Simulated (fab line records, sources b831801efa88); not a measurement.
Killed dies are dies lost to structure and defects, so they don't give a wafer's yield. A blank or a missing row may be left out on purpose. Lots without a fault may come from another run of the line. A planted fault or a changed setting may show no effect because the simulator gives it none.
Which tool did it? | flow gf180mcu | 14 lots, 42 wafers sampled, at 4 steps of a route of 602

WHAT THE GAUGES READ, wafer by wafer
GF_STI_BOW_MEAS_00. Usual: INCOMING_BOW -1 um, standard deviation 6.
lot  | measured    | on            | INCOMING_BOW (um) | flag
L423 | day 1 10:00 | film_metro-01 | -1 -5 -3          |
L424 | day 1 15:01 | film_metro-03 | -3 -11 3          |
L426 | day 2 01:01 | film_metro-04 | 1 -3 -4           |
L427 | day 2 06:11 | film_metro-03 | -3 1 -5           |
L428 | day 2 11:01 | film_metro-01 | 4 -3 -11          |
L429 | day 2 16:00 | film_metro-04 | -2 3 -3           |
L430 | day 2 21:00 | film_metro-03 | -9 -12 2          |
L431 | day 3 02:02 | film_metro-03 | -4 10 -3          |
L432 | day 3 07:02 | film_metro-04 | -1 7 -4           |
L433 | day 3 12:02 | film_metro-01 | 6 -13 6           |
L434 | day 3 17:02 | film_metro-01 | 1 -4 10           |
L442 | day 5 09:00 | film_metro-04 | 6 -5 -3           |
L443 | day 5 14:00 | film_metro-04 | 4 -5 1            |
L445 | day 6 00:00 | film_metro-04 | -6 -11 0          |

GF_DNWELL_TW_MEAS_09. Usual: DNWELL_TW 1360, standard deviation 7.9.
lot  | measured    | on            | DNWELL_TW      | flag
L423 | day 2 19:03 | film_metro-01 | 1364 1356 1363 |
L424 | day 3 00:38 | film_metro-01 | 1353 1344 1348 |
L426 | day 3 11:14 | film_metro-01 | 1359 1358 1354 |
L427 | day 3 16:07 | film_metro-02 | 1357 1352 1346 |
L428 | day 3 21:01 | film_metro-02 | 1355 1353 1343 |
L429 | day 4 03:04 | film_metro-01 | 1354 1349 1354 |
L430 | day 4 12:16 | film_metro-01 | 1374 1367 1369 |
L431 | day 4 15:19 | film_metro-03 | 1358 1362 1361 |
L432 | day 4 19:47 | film_metro-02 | 1360 1371 1372 |
L433 | day 4 23:49 | film_metro-01 | 1359 1354 1353 |
L434 | day 5 04:04 | film_metro-02 | 1362 1365 1365 |
L442 | day 7 03:28 | film_metro-03 | 1518 1527 1515 | OFF
L443 | day 7 05:01 | film_metro-03 | 1507 1511 1506 | OFF
L445 | day 7 15:55 | film_metro-03 | 1364 1355 1356 |

GF_HV_LDD_CD_MEAS_31: target cd 400 nm. Usual: cd_nm 399.9 nm, standard deviation 2.2.
lot  | measured     | on        | cd_nm (nm)        | flag
L423 | day 11 12:07 | cd_sem-01 | 396.2 397.0 396.0 |
L424 | day 11 22:29 | cd_sem-02 | 399.7 399.8 400.0 |
L426 | day 12 19:44 | cd_sem-02 | 397.4 399.3 395.8 |
L427 | day 13 00:49 | cd_sem-02 | 405.1 404.9 402.2 |
L428 | day 13 08:56 | cd_sem-02 | 401.0 401.1 399.7 |
L429 | day 13 15:25 | cd_sem-02 | 402.9 403.4 401.5 |
L430 | day 14 06:40 | cd_sem-02 | 399.7 397.6 399.2 |
L431 | day 14 11:06 | cd_sem-01 | 399.5 399.6 403.4 |
L432 | day 14 15:33 | cd_sem-01 | 398.9 400.3 398.7 |
L433 | day 15 02:40 | cd_sem-02 | 400.6 399.9 400.5 |
L434 | day 15 09:04 | cd_sem-01 | 399.2 399.9 400.7 |
L442 | day 18 06:13 | cd_sem-02 | 397.4 399.0 396.7 |
L443 | day 18 04:31 | cd_sem-01 | 402.9 402.0 403.2 |
L445 | day 18 19:04 | cd_sem-02 | 397.6 399.3 398.5 |

WHICH TOOL RAN EACH LOT (tool, then ch and the chambers of the sampled wafers, then the start)
lot  | GF_DNWELL_IMPLANT_07
L423 | implanter-04 ch 0, day 2 18:48
L424 | implanter-01 ch 0, day 3 00:23
L426 | implanter-01 ch 0, day 3 10:59
L427 | implanter-04 ch 0, day 3 15:52
L428 | implanter-01 ch 0, day 3 20:47
L429 | implanter-04 ch 0, day 4 02:49
L430 | implanter-04 ch 0, day 4 12:01
L431 | implanter-03 ch 0, day 4 15:06
L432 | implanter-01 ch 0, day 4 19:34
L433 | implanter-03 ch 0, day 4 23:25
L434 | implanter-01 ch 0, day 5 03:51
L442 | implanter-01 ch 0, day 7 03:13
L443 | implanter-01 ch 0, day 7 04:46
L445 | implanter-03 ch 0, day 7 15:40
- GF_DNWELL_IMPLANT_07

WHAT THE TOOLS THEMSELVES READ (means of the sampled wafers that have a number; where no wafer has one, the mark that the record gives instead)
GF_DNWELL_IMPLANT_07. Usual: dose_ions_cm2 9.997e+12, standard deviation 1.3e+10; faraday_current_uA 56.4, standard deviation 1.2.
lot  | tool         | dose_ions_cm2 | faraday_current_uA | flag
L423 | implanter-04 | 9.966e+12     | 57.1               |
L424 | implanter-01 | 1.000e+13     | 57.5               |
L426 | implanter-01 | 9.987e+12     | 55.9               |
L427 | implanter-04 | 9.996e+12     | 56.1               |
L428 | implanter-01 | 9.994e+12     | 56.1               |
L429 | implanter-04 | 9.988e+12     | 56.1               |
L430 | implanter-04 | 9.992e+12     | 56.4               |
L431 | implanter-03 | 1.002e+13     | 56.6               |
L432 | implanter-01 | 9.971e+12     | 56.9               |
L433 | implanter-03 | 1.001e+13     | 56.5               |
L434 | implanter-01 | 9.989e+12     | 56.8               |
L442 | implanter-01 | 1.422e+13     | 79.8               | OFF
L443 | implanter-01 | 1.422e+13     | 79.9               | OFF
L445 | implanter-03 | 9.989e+12     | 56.8               |

THE ANSWER, worked out from the rows above alone
Rule: a lot is off if the mean of its wafers that have a number lies more than 3 standard deviations from the usual mean. A lot without any number at a reading at which 4 lots or more have one is off too. The other lots that the step has rows for count as sound. The gauges are gone through in route order, then the tools' own readings, and for those a lot's mean is taken as printed above. The first step at which some lot is off is used, and at that step the reading that is off furthest; a lot without a number counts as furthest.
Off: L442, L443, at GF_DNWELL_TW_MEAS_09 (DNWELL_TW).
A tool fits if, at a process step before that reading, it ran every lot that is off, and no sound lot after the first of them. The gauges at GF_DNWELL_TW_MEAS_09 aren't tried: what is off there is off at GF_DNWELL_IMPLANT_07 too, on other tools, and a gauge's error can't cause that. One fits: implanter-01 at GF_DNWELL_IMPLANT_07. Its last sound lot is L434 (day 5 03:51), its first lot that is off L442 (day 7 03:13): a fault that began between those two fits.
The tool's own readings at GF_DNWELL_IMPLANT_07 bear it out: on the lots that are off they differ by more than 5 times the standard deviation of the sound lots' means. dose_ions_cm2 reads 1.422e+13 there against 9.992e+12 on the sound lots; faraday_current_uA reads 79.8 there against 56.6 on the sound lots.

WHAT THE SIMULATOR HAD PUT IN
Process parameter drift: implanter-01, from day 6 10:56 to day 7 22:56, at GF_DNWELL_IMPLANT_07. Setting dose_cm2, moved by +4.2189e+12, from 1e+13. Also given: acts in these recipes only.
Lots struck among those shown: L442, L443. The rule above found the same.
